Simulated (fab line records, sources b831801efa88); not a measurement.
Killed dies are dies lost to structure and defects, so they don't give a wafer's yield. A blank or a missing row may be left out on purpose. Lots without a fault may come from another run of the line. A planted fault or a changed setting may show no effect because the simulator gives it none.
Which tool did it? | flow sky130 | 12 lots, 36 wafers sampled, at 4 steps of a route of 708

WHAT THE GAUGES READ, wafer by wafer
SKY_SONOS_ONO_THK_MEAS_03. Usual: SONOS_ONO_CVD_02_THK 10.55 nm, standard deviation 0.16.
lot  | measured     | on            | SONOS_ONO_CVD_02_THK (nm) | flag
L621 | day 11 17:38 | film_metro-04 | 10.36 10.29 10.55         |
L622 | day 12 04:42 | film_metro-03 | 10.35 10.45 10.57         |
L623 | day 12 10:07 | film_metro-01 | 10.18 10.20 10.19         |
L628 | day 14 07:45 | film_metro-03 | 10.93 10.82 10.83         |
L630 | day 15 06:03 | film_metro-04 | 10.54 10.57 10.56         |
L634 | day 16 06:11 | film_metro-01 | 10.50 10.43 10.39         |
L635 | day 16 15:35 | film_metro-01 | 10.61 10.61 10.65         |
L637 | day 17 09:38 | film_metro-01 | 10.65 10.69 10.73         |
L638 | day 17 14:16 | film_metro-01 | 10.60 10.70 10.60         |
L640 | day 18 08:39 | film_metro-01 | 10.41 10.49 10.50         |
L641 | day 18 13:31 | film_metro-03 | 10.59 10.53 10.52         |
L643 | day 19 05:27 | film_metro-03 | 10.75 10.66 10.76         |

SKY_LDD_P_CD_MEAS_07: target cd 380 nm. Usual: cd_nm 380.4 nm, standard deviation 2.5.
lot  | measured     | on        | cd_nm (nm)        | flag
L621 | day 19 01:03 | cd_sem-01 | 383.2 383.7 381.6 |
L622 | day 19 16:40 | cd_sem-01 | 377.6 377.2 376.7 |
L623 | day 20 01:55 | cd_sem-02 | 383.3 382.0 382.3 |
L628 | day 22 08:05 | cd_sem-01 | 380.2 378.9 379.0 |
L630 | day 23 04:49 | cd_sem-02 | 379.6 383.1 380.9 |
L634 | day 24 09:32 | cd_sem-02 | 380.6 383.2 382.8 |
L635 | day 24 18:31 | cd_sem-01 | 380.9 381.0 379.7 |
L637 | day 25 11:42 | cd_sem-01 | 377.1 375.8 377.4 |
L638 | day 25 14:29 | cd_sem-01 | 383.6 382.7 383.6 |
L640 | day 26 11:38 | cd_sem-01 | 376.0 380.9 379.2 |
L641 | day 26 15:04 | cd_sem-02 | 380.5 380.2 380.0 |
L643 | day 27 06:06 | cd_sem-01 | 382.2 382.7 382.3 |

WHICH TOOL RAN EACH LOT (tool, then ch and the chambers of the sampled wafers, then the start)
lot  | SKY_LDD_N_IMPLANT_10            | SKY_LDD_N_STRIP_16
L621 | implanter-02 ch 0, day 17 18:15 | plasma_asher-02 ch 0,1, day 17 19:08
L622 | implanter-04 ch 0, day 18 09:01 | plasma_asher-02 ch 0,1, day 18 09:55
L623 | implanter-03 ch 0, day 18 17:31 | plasma_asher-02 ch 0,1, day 18 18:23
L628 | implanter-04 ch 0, day 21 00:27 | plasma_asher-04 ch 0,1, day 21 01:19
L630 | implanter-04 ch 0, day 21 21:43 | plasma_asher-02 ch 0, day 21 22:37
L634 | implanter-02 ch 0, day 23 02:14 | plasma_asher-02 ch 0,1, day 23 03:08
L635 | implanter-03 ch 0, day 23 11:28 | plasma_asher-02 ch 0,1, day 23 12:22
L637 | implanter-04 ch 0, day 24 04:43 | plasma_asher-01 ch 0,1, day 24 05:37
L638 | implanter-04 ch 0, day 24 07:47 | plasma_asher-02 ch 0,1, day 24 08:40
L640 | implanter-03 ch 0, day 25 05:07 | plasma_asher-01 ch 0,1, day 25 05:58
L641 | implanter-03 ch 0, day 25 09:50 | plasma_asher-04 ch 1, day 25 10:44
L643 | implanter-03 ch 0, day 26 00:19 | plasma_asher-04 ch 0,1, day 26 01:12
- SKY_LDD_N_IMPLANT_10
- SKY_LDD_N_STRIP_16: strips in O2/N2.

WHAT THE TOOLS THEMSELVES READ (means of the sampled wafers that have a number; where no wafer has one, the mark that the record gives instead)
SKY_LDD_N_IMPLANT_10. Usual: dose_ions_cm2 7.499e+13, standard deviation 8.2e+10; faraday_current_uA 422, standard deviation 8.4.
lot  | tool         | dose_ions_cm2 | faraday_current_uA | flag
L621 | implanter-02 | 7.502e+13     | 428                |
L622 | implanter-04 | 7.496e+13     | 421                |
L623 | implanter-03 | 7.499e+13     | 421                |
L628 | implanter-04 | 4.631e+13     | 262                | OFF
L630 | implanter-04 | 4.640e+13     | 259                | OFF
L634 | implanter-02 | 7.500e+13     | 417                |
L635 | implanter-03 | 7.512e+13     | 422                |
L637 | implanter-04 | 7.492e+13     | 424                |
L638 | implanter-04 | 7.489e+13     | 425                |
L640 | implanter-03 | 7.494e+13     | 419                |
L641 | implanter-03 | 7.497e+13     | 423                |
L643 | implanter-03 | 7.504e+13     | 414                |

SKY_LDD_N_STRIP_16. Usual: drypump_motor_current_A 6.2 A, standard deviation 0.47; oes_product_au 0.407 a.u., standard deviation 0.0046; strip_time_to_endpoint_s 4.316 s, standard deviation 0.018.
lot  | tool            | drypump_motor_current_A (A) | oes_product_au (a.u.) | strip_time_to_endpoint_s (s) | flag
L621 | plasma_asher-02 | 6.5                         | 0.406                 | 4.306                        |
L622 | plasma_asher-02 | 6.6                         | 0.407                 | 4.307                        |
L623 | plasma_asher-02 | 6.6                         | 0.405                 | 4.341                        |
L628 | plasma_asher-04 | 5.7                         | 0.411                 | 4.243                        | OFF
L630 | plasma_asher-02 | 6.6                         | 0.410                 | 4.257                        | OFF
L634 | plasma_asher-02 | 6.5                         | 0.404                 | 4.294                        |
L635 | plasma_asher-02 | 6.6                         | 0.402                 | 4.296                        |
L637 | plasma_asher-01 | 5.8                         | 0.405                 | 4.293                        |
L638 | plasma_asher-02 | 6.5                         | 0.408                 | 4.304                        |
L640 | plasma_asher-01 | 6.2                         | 0.409                 | 4.317                        |
L641 | plasma_asher-04 | 6.0                         | 0.406                 | 4.351                        |
L643 | plasma_asher-04 | 5.7                         | 0.407                 | 4.340                        |

THE ANSWER, worked out from the rows above alone
Rule: a lot is off if the mean of its wafers that have a number lies more than 3 standard deviations from the usual mean. A lot without any number at a reading at which 4 lots or more have one is off too. The other lots that the step has rows for count as sound. The gauges are gone through in route order, then the tools' own readings, and for those a lot's mean is taken as printed above. The first step at which some lot is off is used, and at that step the reading that is off furthest; a lot without a number counts as furthest.
Off: L628, L630, at SKY_LDD_N_IMPLANT_10 (dose_ions_cm2).
A tool fits if, at that step or a process step before it, it ran every lot that is off, and no sound lot after the first of them. None of those tried fits.

WHAT THE SIMULATOR HAD PUT IN
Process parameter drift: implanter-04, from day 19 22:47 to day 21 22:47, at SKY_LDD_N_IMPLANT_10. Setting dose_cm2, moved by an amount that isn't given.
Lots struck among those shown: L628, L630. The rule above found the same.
